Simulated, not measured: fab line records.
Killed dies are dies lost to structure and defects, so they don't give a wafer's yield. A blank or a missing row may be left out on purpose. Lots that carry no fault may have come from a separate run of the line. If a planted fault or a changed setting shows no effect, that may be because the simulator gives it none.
fab line records	flow sfq-line
record lots=7	wafers=20	last-day=77
route steps=325 shown M1@62 I1@73 M2@88 I2@103 M8@325
lots that met no fault: from a run of the same line without faults
start-h: the number of hours between the record's first day and the start of the first shown wafer of the lot	wait-h: how many hours have passed since the lot's step before this one	" as in the row above	L1.1+2: several wafers, shown together as one row	- no value, or no start was given	* or withheld: withheld	< > ~ a bound
route shown NAME@n: a module of which the file shows steps, and the number in the route of the first	usual: mean/standard deviation of fault-free wafers	same: alike in all rows	chamber/n: place in a boat	sites: per-site readings	_std_site: the standard deviation of these	_edge_site: inner sites' mean taken away from outer sites' mean	radius-mm: for every site, how far away it sits from the centre of the wafer	mask NAME#n: copy n	behind: tool/chamber where the wafer was last shaped	hold: why the lot was held/for how many hours/how that ended	device: which transistor (n, p or np) failed to switch	end of line: tests of these same wafers at the route's end	a step given without rows: its recipe and nothing more	killed: the dies lost at the first sort to structure and to defects; this is not the yield of the wafer	map: dies across one wafer; x = killed, . = not, _ = none there
set.NAME: the setting that was run; set.NAME@STEP: the one run at that earlier step	model.NAME: the simulator's own value behind a step, which no gauge read
a table for each step, a row for each wafer; lots at some steps of the route
services: the hour from which a tool's chamber was out of use, counted from the record's first day as start-h (under 0 if before that day), plus the number of hours and why
## steps
# step SFQ_TRILAYER_M1_LITHO_COAT_044
# recipe resist=BARC	spin-rpm=3000	resist-thk-nm=62
# step SFQ_TRILAYER_M1_LITHO_COAT_039
# recipe resist=KrF	spin-rpm=3000	resist-thk-nm=600
# step SFQ_TRILAYER_M1_LITHO_SOFTBAKE_043
# recipe temp-c=withheld	time-s=withheld	resist=KrF
# step SFQ_TRILAYER_M1_LITHO_EXPOSE_040
# recipe mask-id=M1	na=0.6	source-shape=conventional	sigma-outer=0.65	target-cd-nm=500	dose-mj=14.4
# step SFQ_TRILAYER_M1_LITHO_PEB_042
# recipe peb-temp-c=115	peb-time-s=60	resist=KrF
# step SFQ_TRILAYER_M1_LITHO_DEVELOP_041
# recipe time-s=60	resist=KrF
# step SFQ_M1_OVL_MEAS_911
# usual M1_OVL=-2/6
lot.wafer	tool	chamber	start-h	wait-h	M1_OVL[nm]
L615.1	overlay-02	-	289.21	0.1	-7
L615.4	"	-	"	"	-5
L615.6	"	-	"	"	-7
L624.2	overlay-02	-	354.01	0.1	-6
L624.4	"	-	"	"	-7
L624.5	"	-	"	"	-1
L631.1	overlay-02	-	408.01	0.1	-12
L631.5	"	-	"	"	-9
L632.1	overlay-02	-	414.76	0.1	-5
L632.2	"	-	"	"	-2
L632.4	"	-	"	"	1
L633.4	overlay-01	-	418.37	0.1	-7
L633.5	"	-	"	"	-3
L633.6	"	-	"	"	-7
L634.3	overlay-01	-	425.57	0.1	-1
L634.4	"	-	"	"	-5
L634.6	"	-	"	"	-3
L638.1	overlay-01	-	445.86	0.1	-1
L638.3	"	-	"	"	-1
L638.4	"	-	"	"	3
# step SFQ_TRILAYER_M1_BARC_OPEN_METAL_ETCH_054
# recipe mask-material=PR	chemistry=O2	target-depth-nm=125	target=BARC	icp-w=600	bias-w=80	pressure-mtorr=10	time-s=41.7
# step SFQ_TRILAYER_M1_ETCH_METAL_ETCH_042
# recipe target=Nb	stop-on=SiO2	mask-material=PR	chemistry=Cl2/Ar	target-depth-nm=240	icp-w=600	bias-w=80	pressure-mtorr=10	time-s=120
# step SFQ_TRILAYER_M1_STRIP_STRIP_043
# recipe gas=O2	power-w=200	platen-temp-c=40	overash-fraction=0.65	chemistry=O2	pressure-mtorr=50
# step SFQ_TRILAYER_M1_STRIP_SOLV_CLEAN_044
# recipe chemistry=NMP	temp-c=70	time-s=600
# step SFQ_TRILAYER_I1_DEP_PECVD_045
# recipe material=SiO2	temp-c=150	time-s=111.11	pressure-torr=2.4	rf-w=183.3	precursor=SiH4/N2O	target-thk-nm=500
# usual heater-power-w=76/15	throttle-valve-pct=24.9/1.4
lot.wafer	tool	chamber	start-h	wait-h	heater-power-w	since-wet-clean-h	throttle-valve-pct
L615.1	pecvd-04	2	290.38	0.0	90	82	22.3
L615.4	"	2	"	"	91	-	22.1
L615.6	"	0	"	"	68	-	22.7
L624.2	pecvd-01	2	355.00	0.0	87	516	23.7
L624.4	"	1	"	"	78	-	25.8
L624.5	"	0	"	"	82	-	25.4
L631.1	pecvd-02	0	409.00	0.0	70	1323	25.9
L631.5	"	0	"	"	73	-	25.8
L632.1	pecvd-01	1	415.75	0.0	80	577	25.9
L632.2	"	2	"	"	79	577	23.9
L632.4	"	2	"	"	82	-	23.7
L633.4	pecvd-04	0	419.39	0.0	72	-	22.7
L633.5	"	1	"	"	65	-	24.4
L633.6	"	2	"	"	81	-	22.7
L634.3	pecvd-02	0	426.73	0.0	68	1341	25.9
L634.4	"	2	"	"	97	-	25.7
L634.6	"	0	"	"	72	-	25.9
L638.1	pecvd-02	0	446.85	0.0	65	1361	26.0
L638.3	"	0	"	"	66	-	26.1
L638.4	"	1	"	"	54	-	27.2
# step SFQ_TRILAYER_I1_CMP_CMP_046
# recipe material=SiO2	down-force-psi=3	platen-rpm=60	pad-velocity-m-s=0.94248
# usual motor-current-A=9.7/0.59	retaining-ring-pressure-frac=1.000/0.0046	time-to-endpoint-s=215/10
lot.wafer	tool	chamber	start-h	wait-h	motor-current-A	retaining-ring-pressure-frac	time-to-endpoint-s	model.SiO2_of_TRILAYER_I1_DEP_PECVD_045.thk-nm
L615.1	cmp-02	2	298.90	8.5	10.2	1.002	214	201.1
L615.4	"	3	"	"	10.6	1.002	214	200.5
L615.6	"	1	300.52	10.1	8.6	0.996	202	198.9
L624.4	cmp-01	1	366.35	11.3	9.8	0.998	218	199
L624.2	"	3	367.35	12.3	9.2	1.000	208	198.9
L624.5	"	1	368.35	13.3	9.5	1.004	217	198.5
L631.1	cmp-01	0	414.37	5.3	9.3	1.002	286	308.6
L631.5	"	3	415.87	6.8	9.7	0.998	219	200.2
L632.2	cmp-01	3	416.37	0.6	9.3	0.996	198	199.1
L632.4	"	0	"	"	9.8	1.001	207	200.9
L632.1	"	2	417.87	2.1	10.1	1.005	269	301.9
L633.4	cmp-01	3	420.43	1.0	9.8	0.999	207	198.3
L633.6	"	1	421.43	2.0	9.3	1.001	283	305.6
L633.5	"	2	"	"	9.6	1.004	209	201.6
L634.3	cmp-02	1	429.71	2.9	9.1	0.998	215	200.5
L634.4	"	3	430.71	3.9	11.6	1.001	239	203.4
L634.6	"	1	431.71	4.9	9.2	0.993	218	200
L638.3	cmp-02	2	447.47	0.5	10.5	1.006	239	201.6
L638.1	"	3	"	"	11.6	1.004	220	200.4
L638.4	"	0	"	"	9.5	1.004	230	201
# step SFQ_I1_BOW_MEAS_912
# recipe mode=bow
# usual I1_BOW=0/7.5
lot.wafer	tool	chamber	start-h	wait-h	I1_BOW[um]
L615.1	film-metro-04	-	301.06	1.6	-18
L615.4	"	-	"	"	6
L615.6	"	-	"	"	4
L624.2	film-metro-02	-	369.37	1.5	4
L624.4	"	-	"	"	3
L624.5	"	-	"	"	5
L631.1	film-metro-02	-	416.37	1.5	-1
L631.5	"	-	"	"	0
L631.1	film-metro-02	-	417.69	1.3	-
L631.5	"	-	"	"	-
L632.1	film-metro-04	-	419.37	1.0	-1
L632.2	"	-	"	"	-15
L632.4	"	-	"	"	-12
L632.1	film-metro-04	-	420.69	1.3	-
L632.2	"	-	"	"	-
L632.4	"	-	"	"	-
L633.4	film-metro-03	-	422.49	1.6	-10
L633.5	"	-	"	"	-11
L633.6	"	-	"	"	-2
L633.4	film-metro-03	-	423.81	1.3	-
L633.5	"	-	"	"	-
L633.6	"	-	"	"	-
L634.3	film-metro-03	-	432.25	2.0	5
L634.4	"	-	"	"	2
L634.6	"	-	"	"	4
L638.1	film-metro-03	-	449.97	1.5	-5
L638.3	"	-	"	"	9
L638.4	"	-	"	"	-1
# step SFQ_TRILAYER_I1_METRO_MEASURE_047
# usual thk-nm=200.2/1.3
lot.wafer	tool	chamber	start-h	wait-h	thk-nm
L615.1	film-metro-04	-	301.18	0.1	201.0
L615.4	"	-	"	"	200.4
L615.6	"	-	"	"	198.9
L624.2	film-metro-02	-	369.67	0.3	199.0
L624.4	"	-	"	"	199.0
L624.5	"	-	"	"	198.3
L632.1	film-metro-04	-	421.83	1.1	301.8
L632.2	"	-	"	"	198.8
L632.4	"	-	"	"	201.0
L632.1	film-metro-04	-	423.19	1.2	302.0
L632.2	"	-	"	"	199.1
L632.4	"	-	"	"	200.7
L631.1	film-metro-02	-	423.71	6.0	308.6
L631.5	"	-	"	"	200.2
L631.1	film-metro-02	-	425.12	1.2	308.6
L631.5	"	-	"	"	200.3
L633.4	film-metro-03	-	428.87	5.0	198.2
L633.5	"	-	"	"	201.5
L633.6	"	-	"	"	305.7
L633.4	film-metro-03	-	430.35	1.3	198.3
L633.5	"	-	"	"	201.7
L633.6	"	-	"	"	305.7
L634.3	film-metro-03	-	432.73	0.5	200.5
L634.4	"	-	"	"	203.4
L634.6	"	-	"	"	200.0
L638.1	film-metro-03	-	450.09	0.1	200.4
L638.3	"	-	"	"	201.6
L638.4	"	-	"	"	201.2
# step SFQ_TRILAYER_I1_VIA_LITHO_COAT_054
# recipe resist=BARC	spin-rpm=3000	resist-thk-nm=62
# step SFQ_TRILAYER_I1_VIA_LITHO_COAT_049
# recipe resist=KrF	spin-rpm=3000	resist-thk-nm=650
# step SFQ_TRILAYER_I1_VIA_LITHO_SOFTBAKE_053
# recipe temp-c=withheld	time-s=withheld	resist=KrF
# step SFQ_TRILAYER_I1_VIA_LITHO_EXPOSE_050
# recipe mask-id=I1	na=0.6	source-shape=conventional	sigma-outer=0.65	target-cd-nm=500	dose-mj=21.3
# step SFQ_TRILAYER_I1_VIA_LITHO_PEB_052
# recipe peb-temp-c=115	peb-time-s=60	resist=KrF
# step SFQ_TRILAYER_I1_VIA_LITHO_DEVELOP_051
# recipe time-s=60	resist=KrF
# step SFQ_I1_OVL_MEAS_913
# usual I1_OVL=0/5.8
lot.wafer	tool	chamber	start-h	wait-h	I1_OVL[nm]
L615.1	overlay-01	-	399.73	0.1	-2
L615.4	"	-	"	"	-6
L615.6	"	-	"	"	-9
L624.2	overlay-01	-	477.61	0.1	-5
L624.4	"	-	"	"	-2
L624.5	"	-	"	"	5
L631.1	overlay-02	-	539.30	0.1	1
L631.5	"	-	"	"	1
L632.1	overlay-01	-	541.70	0.1	7
L632.2	"	-	"	"	7
L632.4	"	-	"	"	1
L633.4	overlay-01	-	547.72	0.1	8
L633.5	"	-	"	"	-2
L633.6	"	-	"	"	2
L634.3	overlay-01	-	558.52	0.1	1
L634.4	"	-	"	"	3
L634.6	"	-	"	"	-4
L638.1	overlay-01	-	575.30	0.1	-1
L638.3	"	-	"	"	-10
L638.4	"	-	"	"	0
# step SFQ_TRILAYER_I1_VIA_BARC_OPEN_VIA_ETCH_071
# recipe mask-material=PR	chemistry=O2	target-depth-nm=125	target=BARC	source-w=500	bias-w=80	pressure-mtorr=30	time-s=41.7
# step SFQ_TRILAYER_I1_VIA_ETCH_VIA_ETCH_052
# recipe target=SiO2	stop-on=Nb	mask-material=PR	taper-deg=20	chemistry=CHF3	target-depth-nm=260	source-w=500	bias-w=80	pressure-mtorr=30	time-s=withheld
# usual drypump-motor-current-A=5.9/0.37	oes-product-au=0.855/0.0052
lot.wafer	tool	chamber	start-h	wait-h	drypump-motor-current-A	oes-product-au	model.I1.feature-depth-nm	model.etch.depth-nm
L615.1	rie-diel-01	2	399.80	0.0	6.1	0.856	201.1	201.1
L615.4	"	1	"	"	5.8	0.857	200.5	200.5
L615.6	"	0	"	"	4.8	0.851	198.9	198.9
L624.2	rie-diel-03	2	477.68	0.0	5.9	0.847	198.9	198.9
L624.4	"	1	"	"	6.1	0.854	199	199
L624.5	"	3	"	"	5.2	0.855	198.5	198.5
L631.1	rie-diel-03	0	539.38	0.0	6.0	1.000	262.3	262.3
L631.5	"	1	"	"	6.1	0.858	200.2	200.2
L632.1	rie-diel-02	2	541.78	0.0	6.1	1.009	263.9	263.9
L632.2	"	0	"	"	6.0	0.853	199.1	199.1
L632.4	"	1	"	"	6.1	0.852	200.9	200.9
L633.4	rie-diel-03	3	547.78	0.0	5.2	0.848	198.3	198.3
L633.5	"	0	"	"	6.0	0.862	201.6	201.6
L633.6	"	1	"	"	6.1	0.985	255.3	255.3
L634.3	rie-diel-01	0	558.58	0.0	4.8	0.858	200.5	200.5
L634.4	"	3	"	"	5.7	0.866	203.4	203.4
L634.6	"	2	"	"	6.1	0.859	200	200
L638.1	rie-diel-01	2	575.38	0.0	6.1	0.858	200.4	200.4
L638.3	"	0	"	"	4.8	0.864	201.6	201.6
L638.4	"	1	"	"	5.9	0.859	201	201
# step SFQ_TRILAYER_I1_VIA_STRIP_STRIP_053
# recipe gas=O2	power-w=200	platen-temp-c=40	overash-fraction=0.65	chemistry=O2	pressure-mtorr=50
# usual drypump-motor-current-A=5.5/0.41	oes-product-au=1.003/0.011
lot.wafer	tool	chamber	start-h	wait-h	drypump-motor-current-A	oes-product-au	rf-hours-counter-h
L615.1	rie-metal-04	0	399.92	-	6.0	1.009	177
L615.4	"	1	"	"	5.8	0.996	-
L615.6	"	0	"	"	6.0	0.994	-
L624.2	rie-metal-01	1	477.80	-	5.9	0.997	61
L624.4	"	0	"	"	5.0	1.003	-
L624.5	"	1	"	"	5.8	1.004	-
L631.1	rie-metal-01	1	539.49	-	5.8	0.995	71
L631.5	"	1	"	"	5.9	1.000	-
L632.1	rie-metal-03	0	541.89	-	5.1	1.016	11
L632.2	"	1	"	"	5.3	1.015	0
L632.4	"	0	"	"	5.1	1.011	-
L633.4	rie-metal-03	0	548.09	-	5.1	1.010	-
L633.5	"	0	"	"	5.1	1.004	-
L633.6	"	1	"	"	5.3	1.012	-
L634.3	rie-metal-01	1	558.89	-	5.9	1.003	-
L634.4	"	0	"	"	5.0	1.018	-
L634.6	"	1	"	"	5.8	0.997	-
L638.1	rie-metal-01	1	575.49	-	5.8	1.012	78
L638.3	"	0	"	"	5.0	1.014	-
L638.4	"	1	"	"	5.8	0.999	-
# step SFQ_TRILAYER_I1_VIA_STRIP_SOLV_CLEAN_054
# recipe chemistry=NMP	temp-c=70	time-s=600
# step SFQ_TRILAYER_M2_DEP_PRE_CLEAN_056
# recipe gas=Ar	time-s=22.5	bias-v=250
lot.wafer	tool	chamber	start-h	wait-h	model.SiO2_of_TRILAYER_I1_DEP_PECVD_045.thk-nm
L615.1	pvd-sputter-04	-	400.71	0.0	193.6
L615.4	"	-	"	"	193
L615.6	"	-	"	"	191.4
L624.2	pvd-sputter-06	-	478.57	0.0	191.4
L624.4	"	-	"	"	191.5
L624.5	"	-	"	"	191
L631.1	pvd-sputter-05	-	540.27	0.0	301.1
L631.5	"	-	"	"	192.7
L632.1	pvd-sputter-06	-	542.67	0.0	294.4
L632.2	"	-	"	"	191.6
L632.4	"	-	"	"	193.4
L633.4	pvd-sputter-04	-	548.67	0.0	190.8
L633.5	"	-	"	"	194.1
L633.6	"	-	"	"	298.1
L634.3	pvd-sputter-05	-	559.47	0.0	193
L634.4	"	-	"	"	195.9
L634.6	"	-	"	"	192.5
L638.1	pvd-sputter-05	-	576.28	0.0	192.9
L638.3	"	-	"	"	194.1
L638.4	"	-	"	"	193.5
# step SFQ_TRILAYER_M2_DEP_SPUTTER_055
# recipe material=Nb	base-pressure-pa=1.33e-06	chamber-pressure-pa=0.1333	substrate-temp-c=20	resputter-cathode-voltage-v=400	target-thk-nm=200	power-w=2000	time-s=133.3
# usual throttle-valve-pct=30.0/1
lot.wafer	tool	chamber	start-h	wait-h	throttle-valve-pct
L615.1	pvd-sputter-04	-	400.74	0.0	29.0
L615.4	"	-	"	"	31.4
L615.6	"	-	"	"	31.5
L624.2	pvd-sputter-06	-	478.60	0.0	31.4
L624.4	"	-	"	"	29.0
L624.5	"	-	"	"	29.3
L631.1	pvd-sputter-05	-	540.30	0.0	31.0
L631.5	"	-	"	"	28.6
L632.1	pvd-sputter-06	-	542.70	0.0	29.1
L632.2	"	-	"	"	30.9
L632.4	"	-	"	"	31.1
L633.4	pvd-sputter-04	-	548.70	0.0	31.3
L633.5	"	-	"	"	31.2
L633.6	"	-	"	"	29.4
L634.3	pvd-sputter-05	-	559.50	0.0	31.1
L634.4	"	-	"	"	28.3
L634.6	"	-	"	"	30.8
L638.1	pvd-sputter-05	-	576.31	0.0	31.1
L638.3	"	-	"	"	28.5
L638.4	"	-	"	"	29.7
# step SFQ_M2_RS_MEAS_914
# recipe thk-meas-gauge=four-point-probe	reads=Nb_of_TRILAYER_M2_DEP_SPUTTER_055
# usual M2_NB_RS=0.890/0.01
lot.wafer	tool	chamber	start-h	wait-h	M2_NB_RS[ohm/sq]
L615.1	film-metro-03	-	400.83	0.0	0.874
L615.4	"	-	"	"	0.882
L615.6	"	-	"	"	0.883
L624.2	film-metro-01	-	478.71	0.1	0.906
L624.4	"	-	"	"	0.907
L624.5	"	-	"	"	0.911
L631.1	film-metro-04	-	540.39	0.0	0.885
L631.5	"	-	"	"	0.877
L632.1	film-metro-04	-	542.79	0.0	0.897
L632.2	"	-	"	"	0.890
L632.4	"	-	"	"	0.889
L633.4	film-metro-03	-	548.85	0.1	0.895
L633.5	"	-	"	"	0.897
L633.6	"	-	"	"	0.885
L634.3	film-metro-01	-	559.63	0.1	0.882
L634.4	"	-	"	"	0.869
L634.6	"	-	"	"	0.890
L638.1	film-metro-03	-	576.40	0.0	0.894
L638.3	"	-	"	"	0.873
L638.4	"	-	"	"	0.896
# step SFQ_TRILAYER_M2_LITHO_COAT_062
# recipe resist=BARC	spin-rpm=3000	resist-thk-nm=62
# step SFQ_TRILAYER_M2_LITHO_COAT_057
# recipe resist=KrF	spin-rpm=3000	resist-thk-nm=600
# step SFQ_TRILAYER_M2_LITHO_SOFTBAKE_061
# recipe temp-c=withheld	time-s=withheld	resist=KrF
# step SFQ_TRILAYER_M2_LITHO_EXPOSE_058
# recipe mask-id=M2	na=0.6	source-shape=conventional	sigma-outer=0.65	target-cd-nm=500	dose-mj=14.4
# step SFQ_TRILAYER_M2_LITHO_PEB_060
# recipe peb-temp-c=115	peb-time-s=60	resist=KrF
# step SFQ_TRILAYER_M2_LITHO_DEVELOP_059
# recipe time-s=60	resist=KrF
# step SFQ_M2_OVL_MEAS_916
# usual M2_OVL=-2/5.5
lot.wafer	tool	chamber	start-h	wait-h	M2_OVL[nm]
L615.1	overlay-02	-	463.86	0.1	-2
L615.4	"	-	"	"	-1
L615.6	"	-	"	"	-10
L624.2	overlay-02	-	545.37	0.1	-1
L624.4	"	-	"	"	3
L624.5	"	-	"	"	3
L631.1	overlay-01	-	605.91	0.1	6
L631.5	"	-	"	"	10
L632.1	overlay-01	-	609.51	0.1	-4
L632.2	"	-	"	"	-6
L632.4	"	-	"	"	-5
L633.4	overlay-01	-	611.93	0.1	-5
L633.5	"	-	"	"	-3
L633.6	"	-	"	"	-4
L634.3	overlay-02	-	626.42	0.1	1
L634.4	"	-	"	"	-5
L634.6	"	-	"	"	1
L638.1	overlay-02	-	645.61	0.1	-12
L638.3	"	-	"	"	-10
L638.4	"	-	"	"	-4
# step SFQ_TRILAYER_M2_BARC_OPEN_METAL_ETCH_077
# recipe mask-material=PR	chemistry=O2	target-depth-nm=125	target=BARC	icp-w=600	bias-w=80	pressure-mtorr=10	time-s=41.7
# usual drypump-motor-current-A=5.8/0.46	oes-product-au=0.685/0.0041
lot.wafer	tool	chamber	start-h	wait-h	drypump-motor-current-A	oes-product-au	rf-hours-counter-h
L615.1	rie-metal-01	0	463.89	0.0	5.0	0.692	71
L615.4	"	0	"	"	5.0	0.687	-
L615.6	"	0	"	"	5.0	0.685	-
L624.2	rie-metal-02	0	545.40	0.0	6.3	0.682	56
L624.4	"	1	"	"	5.6	0.684	-
L624.5	"	1	"	"	5.6	0.680	-
L631.1	rie-metal-02	0	605.95	0.0	6.3	0.680	64
L631.5	"	1	"	"	5.6	0.677	-
L632.1	rie-metal-02	0	609.55	0.0	6.4	0.685	65
L632.2	"	1	"	"	5.6	0.690	84
L632.4	"	1	"	"	5.6	0.688	-
L633.4	rie-metal-02	1	611.97	0.0	5.6	0.689	-
L633.5	"	1	"	"	5.6	0.682	-
L633.6	"	0	"	"	6.4	0.684	-
L634.3	rie-metal-04	0	626.49	0.1	6.0	0.687	-
L634.4	"	0	"	"	6.0	0.689	-
L634.6	"	0	"	"	6.0	0.679	-
L638.1	rie-metal-02	0	645.65	0.0	6.4	0.682	72
L638.3	"	0	"	"	6.4	0.692	-
L638.4	"	1	"	"	5.6	0.691	-
# step SFQ_TRILAYER_M2_ETCH_METAL_ETCH_060
# recipe target=Nb	stop-on=SiO2	mask-material=PR	chemistry=Cl2/Ar	target-depth-nm=240	icp-w=600	bias-w=80	pressure-mtorr=10	time-s=120
# step SFQ_TRILAYER_M2_STRIP_STRIP_061
# recipe gas=O2	power-w=200	platen-temp-c=40	overash-fraction=0.65	chemistry=O2	pressure-mtorr=50
# step SFQ_TRILAYER_M2_STRIP_SOLV_CLEAN_062
# recipe chemistry=NMP	temp-c=70	time-s=600
# step SFQ_TRILAYER_I2_DEP_PECVD_063
# recipe material=SiO2	temp-c=150	time-s=111.11	pressure-torr=2.4	rf-w=183.3	precursor=SiH4/N2O	target-thk-nm=500
# usual heater-power-w=77/15	throttle-valve-pct=24.4/1.1
lot.wafer	tool	chamber	start-h	wait-h	heater-power-w	since-wet-clean-h	throttle-valve-pct
L615.1	pecvd-04	0	464.85	0.0	70	257	23.2
L615.4	"	2	"	"	91	-	22.9
L615.6	"	1	"	"	66	-	24.4
L624.2	pecvd-02	2	546.36	0.0	97	1461	26.0
L624.4	"	2	"	"	100	-	25.8
L624.5	"	0	"	"	74	-	25.8
L631.1	pecvd-04	0	606.91	0.0	63	399	23.5
L631.5	"	0	"	"	64	-	23.4
L632.1	pecvd-03	2	610.51	0.0	76	1155	24.7
L632.2	"	0	"	"	104	1155	25.2
L632.4	"	0	"	"	86	-	25.5
L633.4	pecvd-04	1	612.95	0.0	66	-	24.8
L633.5	"	0	"	"	70	-	23.3
L633.6	"	2	"	"	85	-	23.6
L634.3	pecvd-03	2	628.19	0.0	87	1173	24.3
L634.4	"	2	"	"	87	-	24.5
L634.6	"	0	"	"	99	-	25.3
L638.1	pecvd-04	1	646.61	0.0	73	438	24.8
L638.3	"	0	"	"	69	438	23.4
L638.4	"	2	"	"	74	-	23.6
# step SFQ_M8_BOW_MEAS_951
# recipe mode=bow
# usual M8_BOW=5/12
lot.wafer	tool	chamber	start-h	wait-h	M8_BOW[um]	model.etest.i1.link-ohm
L615.1	film-metro-01	-	1659.81	0.0	-23	1.972
L615.4	"	-	"	"	3	1.99
L615.6	"	-	"	"	-1	1.951
L624.2	film-metro-01	-	1709.78	0.0	1	1.988
L624.4	"	-	"	"	-1	1.976
L624.5	"	-	"	"	1	1.982
L632.1	film-metro-04	-	1753.51	0.0	5	1e+06
L632.2	"	-	"	"	-10	1.984
L632.4	"	-	"	"	-6	1.988
L631.1	film-metro-04	-	1757.60	0.0	-5	1e+06
L631.5	"	-	"	"	-3	1.938
L633.4	film-metro-01	-	1820.20	0.1	6	1.981
L633.5	"	-	"	"	4	1.976
L633.6	"	-	"	"	13	1e+06
L634.3	film-metro-04	-	1829.91	0.0	19	1.946
L634.4	"	-	"	"	18	1.943
L634.6	"	-	"	"	18	1.963
L638.1	film-metro-01	-	1841.87	0.0	-4	1.978
L638.3	"	-	"	"	11	1.946
L638.4	"	-	"	"	0	1.976
## services
tool	chamber	start-h	hours	kind
pvd-sputter-06	-	267.53	1.5	repair
rie-metal-02	1	271.23	4.4	repair
film-metro-03	-	273.95	1.0	pm
pecvd-04	-	293.66	14.6	pm
rie-metal-01	-	298.66	1.4	pm
pvd-sputter-06	-	306.56	7.0	repair
film-metro-03	-	307.91	0.6	pm
pvd-sputter-04	-	314.72	3.4	repair
rie-metal-02	-	333.19	28.1	pm
pvd-sputter-04	-	355.20	6.6	repair
film-metro-03	-	359.93	0.6	pm
film-metro-03	-	368.37	0.1	pm
rie-metal-01	0	368.78	20.3	repair
rie-metal-01	-	374.90	0.7	repair
rie-metal-02	-	384.15	3.0	repair
pvd-sputter-06	-	412.21	0.8	repair
rie-metal-01	-	469.53	2.8	pm
pecvd-04	-	480.84	0.4	repair
pecvd-04	-	514.95	1.3	repair
rie-metal-02	-	533.04	2.8	pm
pecvd-04	-	573.57	0.7	repair
pvd-sputter-05	-	614.02	3.1	repair
pecvd-04	2	630.58	6.1	repair
pecvd-04	1	630.62	8.8	repair
## key
first-sign step=SFQ_TRILAYER_I1_CMP_CMP_046	reading=time-to-endpoint-s	direction=up	sigmas=6.4	usual=*	struck=*
effect step=SFQ_I1_BOW_MEAS_912	reading=visit	direction=added
effect step=SFQ_TRILAYER_I1_METRO_MEASURE_047	reading=visit	direction=added
effect step=SFQ_TRILAYER_I1_METRO_MEASURE_047	reading=thk-nm	direction=up	sigmas=83	usual=200.2	struck=305.4
effect step=SFQ_TRILAYER_I1_VIA_ETCH_VIA_ETCH_052	reading=oes-product-au	direction=up	sigmas=28	usual=0.855	struck=0.998
model-effect step=SFQ_TRILAYER_I1_CMP_CMP_046	value=SiO2_of_TRILAYER_I1_DEP_PECVD_045.thk-nm	without=200.4	struck=305.4
model-effect step=SFQ_TRILAYER_I1_VIA_ETCH_VIA_ETCH_052	value=I1.feature-depth-nm	without=200.4	struck=260.5
model-effect step=SFQ_TRILAYER_M2_DEP_PRE_CLEAN_056	value=SiO2_of_TRILAYER_I1_DEP_PECVD_045.thk-nm	without=192.9	struck=297.9
model-effect step=SFQ_M8_BOW_MEAS_951	value=etest.i1.link-ohm	without=1.961	struck=1e+06
met-at SFQ_TRILAYER_I1_CMP_CMP_046
struck-wafers L631.1,L632.1,L633.6
onset-between 366.35 414.37
fault kind=process-parameter-drift	tool=cmp-01	chamber=-	onset-h=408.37	steps=SFQ_TRILAYER_I1_CMP_CMP_046	channel=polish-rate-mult	offset=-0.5	shape=step	end-h=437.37	scope=struck-wafers-only
